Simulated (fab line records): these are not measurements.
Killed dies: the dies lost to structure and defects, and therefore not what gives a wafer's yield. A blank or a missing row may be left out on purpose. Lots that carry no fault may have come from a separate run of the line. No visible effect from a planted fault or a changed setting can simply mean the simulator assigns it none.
Problem report, 8D (eight disciplines) form, completed by code	flow sky130	the parts of the form that need people (team, actions taken, sign-off) are left out

1. THE PROBLEM
At SKY_SD_P_CD_MEAS_07, cd nm averages 414.4 nm over 2 wafers from 2 lots, while fault-free wafers read 380.4 nm, standard deviation 2.5. That is +14 standard deviations from the usual mean.
The step: target cd 380 nm.
Earliest sighting: wafer L529.4 on cd sem-01 at day 27 16:43. Wafers with a number at this step in the record: 36, from 12 lots. Rule for "out", or "out of limits": more than 4 standard deviations from the usual mean. Any other wafer with a number is counted as sound.

2. WHAT IT IS AND WHAT IT IS NOT
question	is	is not
which readings at this step	cd nm	-
which lots	L529, L534	L524, L525, L528, L533, L538, L541, L542, L543, L545, L546
which wafers of those lots	L529.4, L534.5	L529.1, L529.3, L534.1, L534.3
read on which gauges	cd sem-01, cd sem-02	-
when	from day 27 16:43	up to then (11 sound wafers); but 23 sound wafers of L533, L534, L538, L541, L542, L543, L545, L546 came after

3. THE SUSPECTS, EACH WITH WHAT RULES IT OUT
Counting: any tool at a process step up to the reading remains a suspect provided it ran every lot that is out. Sound lots after the first of them don't rule it out here, since some wafers of a struck lot are sound.
- the gauge at SKY_SD_P_CD_MEAS_07 is ruled out. Those wafers that are out were read across 2 gauges (cd sem-01, cd sem-02).
- litho track-03 at SKY_SD_P_COAT_02 (resist thk 1140 nm): kept. It processed each lot that is out (first: L529, day 27 02:01); up to then, its last sound lot is L528 (day 26 21:56).
The count leaves litho track-03 at SKY_SD_P_COAT_02.

4. THE CAUSE (what the simulator had put in)
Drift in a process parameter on litho track-03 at SKY_SD_P_COAT_02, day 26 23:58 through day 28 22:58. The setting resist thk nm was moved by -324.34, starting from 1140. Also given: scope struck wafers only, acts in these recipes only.
The count eliminated every tool but this one.

5. THE EFFECT CHAIN, in route order
One row per reading whose mean, taken over the struck wafers that have a number, lies over 3 standard deviations from the usual. Only readings whose record carries a usual standard deviation are examined. hours: median over the lots of the time between each lot's start at the first step of this table that gives one and its start at this step. sigmas: the change, counted in usual standard deviations.
hours	step	reading	usual	on struck wafers	change	sigmas
0	SKY_SD_P_CD_MEAS_07	cd nm	380.4 nm	414.4	+34.0	+14
0	SKY_SD_P_STRIP_10	oes product au	0.618 a.u.	0.589	-0.029	-5.8
0	SKY_SD_P_STRIP_10	strip time to endpoint s	17.52 s	13.79	-3.72	-99 or more
The process steps in it:
- SKY_SD_P_STRIP_10: strips in O2/N2.

6. HOW IT WOULD HAVE BEEN CAUGHT EARLIER
The first out-of-limits reading at a measuring or inspecting step in this record came at day 27 16:43, 17 hours after the fault's start at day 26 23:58.
Lots out: 2; of these, L534 started SKY_SD_P_COAT_02 on litho track-03 after day 27 16:43. Holding the tool at that time would have saved it.
